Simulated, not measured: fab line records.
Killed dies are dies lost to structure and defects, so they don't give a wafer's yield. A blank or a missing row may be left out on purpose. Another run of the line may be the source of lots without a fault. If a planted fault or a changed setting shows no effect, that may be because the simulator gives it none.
fab line records	flow sky130
record lots=11	wafers=33	last-day=50
route steps=708 shown GATE_OXIDE@197 LDD_P@265 LDD_HVN@276 LDD_HVP@287
lots that met no fault: from a run of the same line without faults
start-h: the number of hours between the record's first day and the start of the first shown wafer of the lot	wait-h: time in hours since the lot's previous step	" unchanged from the row above	L1.1+2: a row that stands for several wafers	- no value, or no start given	* or withheld: withheld	< > ~ a bound
route shown NAME@n: NAME is a module with steps in the file, n the number in the route of the first one	usual: average and standard deviation across the fault-free wafers	same: alike in all rows	chamber/n: place in a boat	sites: the reading at each site	_std_site: standard deviation of those values	_edge_site: mean of outer sites minus mean of inner sites	radius-mm: for every site, how far away it sits from the centre of the wafer	mask NAME#n: copy n	behind: the most recent tool/chamber to have shaped the wafer	hold: why the lot went on hold/how many hours it stayed there/how the hold came to an end	device: the transistor (n, p or np) that didn't switch	end of line: the route-end tests of the same wafers	a step given without rows: its recipe and nothing more	killed: dies lost to structure and defects at the first sort, not the wafer's yield	map: a wafer's dies, x killed, . not, _ none there
set.NAME: the setting the step ran with; set.NAME@STEP: the setting that earlier step ran with	model.NAME: the simulator's own value behind a step, which no gauge read
steps of the route over a sample of lots; a table a step, a row a wafer
services: when a tool's chamber went out of use (start-h, in hours from the record's first day, below 0 if earlier), for how many hours, and the reason
## steps
# step SKY_GATE_OXIDE_OVL_MEAS_10
# usual GATE_OXIDE_OVL=-1.3/1.2
lot.wafer	tool	chamber	start-h	wait-h	GATE_OXIDE_OVL[nm]
L629.2	overlay-02	-	299.67	0.1	-4.1
L629.3	"	-	"	"	-1.5
L629.5	"	-	"	"	-2.3
L631.1	overlay-01	-	315.60	0.1	0.0
L631.4	"	-	"	"	-0.1
L631.5	"	-	"	"	-2.5
L632.1	overlay-01	-	340.25	0.1	-1.4
L632.2	"	-	"	"	0.4
L632.3	"	-	"	"	0.8
L633.1	overlay-02	-	342.71	0.1	0.2
L633.3	"	-	"	"	-0.1
L633.6	"	-	"	"	-0.6
L634.3	overlay-01	-	359.66	0.1	-1.9
L634.5	"	-	"	"	-1.1
L634.6	"	-	"	"	-2.5
L636.2	overlay-01	-	369.22	0.1	-1.6
L636.4	"	-	"	"	-2.2
L636.6	"	-	"	"	-0.5
L638.1	overlay-01	-	380.25	0.1	-3.2
L638.4	"	-	"	"	-3.3
L638.5	"	-	"	"	-1.2
L639.2	overlay-01	-	391.42	0.1	-2.6
L639.4	"	-	"	"	-0.9
L639.5	"	-	"	"	-0.6
L640.3	overlay-01	-	396.22	0.1	-0.3
L640.4	"	-	"	"	-0.7
L640.5	"	-	"	"	-0.8
L651.1	overlay-02	-	499.65	0.1	-1.5
L651.3	"	-	"	"	-0.2
L651.5	"	-	"	"	-0.9
L649.1	overlay-01	-	500.16	0.1	-0.5
L649.4	"	-	"	"	-1.6
L649.5	"	-	"	"	-0.9
# step SKY_GATE_OXIDE_TW_MEAS_14
# usual GATE_OXIDE_TW=223.5/2
lot.wafer	tool	chamber	start-h	wait-h	GATE_OXIDE_TW
L629.2	film-metro-02	-	300.07	0.1	222.8
L629.3	"	-	"	"	223.1
L629.5	"	-	"	"	224.4
L631.1	film-metro-03	-	315.99	0.1	225.6
L631.4	"	-	"	"	225.4
L631.5	"	-	"	"	226.5
L632.1	film-metro-03	-	340.64	0.1	224.0
L632.2	"	-	"	"	224.4
L632.3	"	-	"	"	224.8
L633.1	film-metro-02	-	343.10	0.1	223.1
L633.3	"	-	"	"	224.2
L633.6	"	-	"	"	223.5
L634.3	film-metro-02	-	360.06	0.1	223.1
L634.5	"	-	"	"	224.5
L634.6	"	-	"	"	222.9
L636.2	film-metro-03	-	369.63	0.1	226.5
L636.4	"	-	"	"	225.2
L636.6	"	-	"	"	225.7
L638.1	film-metro-02	-	380.66	0.1	222.8
L638.4	"	-	"	"	222.5
L638.5	"	-	"	"	222.7
L639.2	film-metro-03	-	391.81	0.1	227.0
L639.4	"	-	"	"	225.2
L639.5	"	-	"	"	225.3
L640.3	film-metro-03	-	396.63	0.1	225.8
L640.4	"	-	"	"	226.4
L640.5	"	-	"	"	226.5
L651.1	film-metro-03	-	500.06	0.1	226.7
L651.3	"	-	"	"	225.1
L651.5	"	-	"	"	225.3
L649.1	film-metro-04	-	500.57	0.1	219.7
L649.4	"	-	"	"	219.4
L649.5	"	-	"	"	220.3
# step SKY_LDD_P_STRIP_10
# recipe chemistry=O2/N2	power-w=1400	pressure-mtorr=1500	platen-temp-c=withheld	o2-flow-sccm=3000	n2-flow-sccm=300	overash-fraction=0.5
# usual drypump-motor-current-A=5.7/0.6	oes-product-au=0.716/0.0047	strip-time-to-endpoint-s=14.19/0.037
lot.wafer	tool	chamber	start-h	wait-h	drypump-motor-current-A	oes-product-au	rf-hours-counter-h	strip-time-to-endpoint-s
L629.2	plasma-asher-04	1	426.46	0.1	5.4	0.716	60	14.20
L629.3	"	1	"	"	5.4	0.717	-	14.25
L629.5	"	0	"	"	6.6	0.716	-	14.22
L631.1	plasma-asher-03	0	443.72	0.1	6.1	0.707	30	14.14
L631.4	"	0	"	"	6.1	0.716	-	14.20
L631.5	"	1	"	"	5.1	0.732	-	14.16
L632.1	plasma-asher-04	0	466.82	0.1	6.7	0.717	64	14.21
L632.2	"	1	"	"	5.4	0.717	64	14.22
L632.3	"	0	"	"	6.6	0.713	-	14.16
L633.1	plasma-asher-04	1	474.16	0.1	5.4	0.710	65	14.23
L633.3	"	0	"	"	6.6	0.718	-	14.27
L633.6	"	0	"	"	6.6	0.716	-	14.24
L634.3	plasma-asher-04	1	490.09	0.1	5.4	0.714	-	14.21
L634.5	"	1	"	"	5.4	0.715	-	14.21
L634.6	"	0	"	"	6.6	0.721	-	14.19
L636.2	plasma-asher-04	0	496.43	0.1	6.6	0.712	67	14.19
L636.4	"	0	"	"	6.6	0.711	-	14.21
L636.6	"	1	"	"	5.4	0.716	-	14.22
L638.1	plasma-asher-01	1	514.82	0.1	5.0	0.716	8	14.20
L638.4	"	1	"	"	5.0	0.716	-	14.25
L638.5	"	1	"	"	5.0	0.719	-	14.22
L639.2	plasma-asher-03	0	528.51	0.1	6.0	0.725	39	14.22
L639.4	"	0	"	"	6.1	0.716	-	14.23
L639.5	"	1	"	"	5.1	0.712	-	14.19
L640.3	plasma-asher-01	1	529.35	0.1	4.9	0.717	-	14.15
L640.4	"	0	"	"	5.7	0.713	-	14.20
L640.5	"	0	"	"	5.7	0.706	-	14.13
L651.1	plasma-asher-03	0	626.06	0.1	6.1	0.718	48	14.21
L651.3	"	0	"	"	6.1	0.721	-	14.21
L651.5	"	1	"	"	5.1	0.712	-	14.23
L649.1	plasma-asher-01	1	628.07	0.1	5.0	0.921	19	-
L649.4	"	1	"	"	5.0	0.922	-	-
L649.5	"	0	"	"	5.7	0.928	-	-
# step SKY_LDD_HVN_STRIP_09
# recipe chemistry=O2/N2	power-w=1400	pressure-mtorr=1500	platen-temp-c=withheld	o2-flow-sccm=3000	n2-flow-sccm=300	overash-fraction=0.5
# usual drypump-motor-current-A=5.8/0.52	oes-product-au=0.408/0.0046	strip-time-to-endpoint-s=4.138/0.016
lot.wafer	tool	chamber	start-h	wait-h	drypump-motor-current-A	oes-product-au	rf-hours-counter-h	strip-time-to-endpoint-s
L629.2	plasma-asher-02	0	457.04	0.1	5.7	0.397	77	4.111
L629.3	"	1	"	"	5.8	0.405	-	4.113
L629.5	"	1	"	"	5.8	0.407	-	4.134
L631.1	plasma-asher-04	0	474.75	0.1	6.6	0.407	65	4.134
L631.4	"	0	"	"	6.6	0.415	-	4.149
L631.5	"	0	"	"	6.6	0.405	-	4.143
L632.1	plasma-asher-04	0	496.74	0.1	6.6	0.408	67	4.141
L632.2	"	1	"	"	5.4	0.417	67	4.147
L632.3	"	1	"	"	5.4	0.406	-	4.141
L633.1	plasma-asher-03	1	505.09	0.1	5.1	0.405	36	4.155
L633.3	"	1	"	"	5.1	0.408	-	4.140
L633.6	"	1	"	"	5.1	0.414	-	4.137
L634.3	plasma-asher-04	0	520.53	0.1	6.6	0.415	-	4.139
L634.5	"	1	"	"	5.4	0.409	-	4.132
L634.6	"	0	"	"	6.7	0.404	-	4.133
L636.2	plasma-asher-02	0	526.50	0.1	5.7	0.413	85	4.114
L636.4	"	0	"	"	5.7	0.410	-	4.111
L636.6	"	0	"	"	5.7	0.406	-	4.132
L638.1	plasma-asher-04	1	544.90	0.1	5.4	0.408	72	4.172
L638.4	"	0	"	"	6.6	0.410	-	4.160
L638.5	"	0	"	"	6.6	0.403	-	4.137
L639.2	plasma-asher-02	1	559.05	0.1	5.8	0.405	88	4.109
L639.4	"	1	"	"	5.8	0.404	-	4.108
L639.5	"	0	"	"	5.7	0.409	-	4.135
L640.3	plasma-asher-03	1	559.38	0.1	5.1	0.417	-	4.139
L640.4	"	0	"	"	6.1	0.415	-	4.151
L640.5	"	0	"	"	6.1	0.410	-	4.126
L651.1	plasma-asher-02	1	654.40	0.1	5.8	0.422	97	4.153
L651.3	"	1	"	"	5.8	0.410	-	4.136
L651.5	"	0	"	"	5.7	0.409	-	4.155
L649.1	plasma-asher-04	1	656.59	0.1	5.4	0.713	83	13.797
L649.4	"	1	"	"	5.4	0.718	-	13.767
L649.5	"	1	"	"	5.4	0.714	-	13.773
# step SKY_LDD_HVN_TW_MEAS_10
# usual LDD_HVN_TW=1430/12
lot.wafer	tool	chamber	start-h	wait-h	hold	LDD_HVN_TW
L629.2	film-metro-03	-	457.15	0.1	-	1442
L629.3	"	-	"	"	-	1436
L629.5	"	-	"	"	-	1433
L631.1	film-metro-02	-	474.85	0.1	-	1434
L631.4	"	-	"	"	-	1437
L631.5	"	-	"	"	-	1442
L632.1	film-metro-01	-	496.84	0.1	-	1420
L632.2	"	-	"	"	-	1416
L632.3	"	-	"	"	-	1414
L633.1	film-metro-01	-	505.19	0.1	-	1411
L633.3	"	-	"	"	-	1409
L633.6	"	-	"	"	-	1408
L634.3	film-metro-01	-	520.62	0.1	-	1414
L634.5	"	-	"	"	-	1408
L634.6	"	-	"	"	-	1417
L636.2	film-metro-02	-	526.61	0.1	-	1420
L636.4	"	-	"	"	-	1424
L636.6	"	-	"	"	-	1432
L638.1	film-metro-03	-	545.00	0.1	-	1451
L638.4	"	-	"	"	-	1445
L638.5	"	-	"	"	-	1444
L639.2	film-metro-02	-	559.16	0.1	-	1426
L639.4	"	-	"	"	-	1424
L639.5	"	-	"	"	-	1426
L640.3	film-metro-03	-	559.47	0.1	-	1442
L640.4	"	-	"	"	-	1441
L640.5	"	-	"	"	-	1447
L651.1	film-metro-02	-	654.50	0.1	-	1437
L651.3	"	-	"	"	-	1449
L651.5	"	-	"	"	-	1441
L649.1	film-metro-02	-	656.69	0.1	await-dispo/0.2h/release	30
L649.4	"	-	"	"	await-dispo/0.2h/release	30
L649.5	"	-	"	"	await-dispo/0.2h/release	30
L649.1	film-metro-02	-	656.91	0.2	-	30
L649.4	"	-	"	"	-	30
L649.5	"	-	"	"	-	30
# step SKY_LDD_HVP_STRIP_09
# recipe chemistry=O2/N2	power-w=1400	pressure-mtorr=1500	platen-temp-c=withheld	o2-flow-sccm=3000	n2-flow-sccm=300	overash-fraction=0.5
# usual drypump-motor-current-A=5.6/0.37	oes-product-au=0.409/0.0044	strip-time-to-endpoint-s=4.129/0.017
lot.wafer	tool	chamber	start-h	wait-h	drypump-motor-current-A	oes-product-au	rf-hours-counter-h	strip-time-to-endpoint-s
L629.2	plasma-asher-02	1	487.10	0.1	5.8	0.406	81	4.134
L629.3	"	0	"	"	5.7	0.403	-	4.132
L629.5	"	1	"	"	5.8	0.406	-	4.144
L631.1	plasma-asher-03	0	505.70	0.1	6.1	0.409	36	4.129
L631.4	"	1	"	"	5.1	0.411	-	4.134
L631.5	"	0	"	"	6.1	0.407	-	4.127
L632.1	plasma-asher-03	0	527.70	0.1	6.1	0.407	38	4.118
L632.2	"	1	"	"	5.1	0.405	38	4.119
L632.3	"	1	"	"	5.1	0.407	-	4.131
L633.1	plasma-asher-01	0	534.74	0.1	5.7	0.414	10	4.127
L633.3	"	0	"	"	5.7	0.402	-	4.142
L633.6	"	0	"	"	5.7	0.414	-	4.135
L634.3	plasma-asher-02	1	550.77	0.1	5.8	0.410	-	4.113
L634.5	"	1	"	"	5.8	0.409	-	4.129
L634.6	"	0	"	"	5.7	0.411	-	4.123
L636.2	plasma-asher-02	1	557.34	0.1	5.8	0.410	88	4.106
L636.4	"	0	"	"	5.7	0.409	-	4.134
L636.6	"	0	"	"	5.7	0.409	-	4.147
L638.1	plasma-asher-01	1	574.60	0.1	5.0	0.414	14	4.108
L638.4	"	1	"	"	5.0	0.418	-	4.119
L638.5	"	1	"	"	5.0	0.408	-	4.131
L639.2	plasma-asher-01	0	588.55	0.1	5.7	0.412	15	4.110
L639.4	"	1	"	"	5.0	0.413	-	4.135
L639.5	"	1	"	"	5.0	0.407	-	4.143
L640.3	plasma-asher-02	0	588.72	0.1	5.7	0.399	-	4.135
L640.4	"	1	"	"	5.8	0.404	-	4.126
L640.5	"	1	"	"	5.8	0.404	-	4.132
L651.1	plasma-asher-01	1	683.94	0.1	5.0	0.409	25	4.112
L651.3	"	1	"	"	4.9	0.408	-	4.122
L651.5	"	1	"	"	5.0	0.419	-	4.105
## services
tool	chamber	start-h	hours	kind
plasma-asher-01	-	402.99	1.4	repair
plasma-asher-04	-	413.49	8.0	repair
plasma-asher-01	-	421.25	9.0	pm
plasma-asher-01	0	421.25	9.0	vent-cycle
plasma-asher-01	1	421.25	9.0	vent-cycle
plasma-asher-01	0	430.25	-	clean
plasma-asher-01	1	430.25	-	clean
plasma-asher-02	-	514.95	0.7	repair
## key
first-sign step=SKY_LDD_P_STRIP_10	reading=oes-product-au	direction=up	sigmas=44	usual=0.716	struck=0.924
effect step=SKY_LDD_HVN_STRIP_09	reading=strip-time-to-endpoint-s	direction=up	sigmas=99+	usual=*	struck=*
effect step=SKY_LDD_HVN_TW_MEAS_10	reading=visit	direction=added
effect step=SKY_LDD_HVN_TW_MEAS_10	reading=LDD_HVN_TW	direction=down	sigmas=99+	usual=1430	struck=30
met-at SKY_LDD_P_STRIP_10
struck-lots L649
scrapped-behind SKY_LDD_HVN_TW_MEAS_10 L649.1,L649.4,L649.5
not-acting-at SKY_GATE_OXIDE_OVL_MEAS_10,SKY_GATE_OXIDE_TW_MEAS_14,SKY_LDD_HVP_STRIP_09
onset-between 529.35 628.07
fault kind=strip-aborted	tool=plasma-asher-01	chamber=-	onset-h=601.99	steps=SKY_LDD_P_STRIP_10	offset=0.77938	end-h=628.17
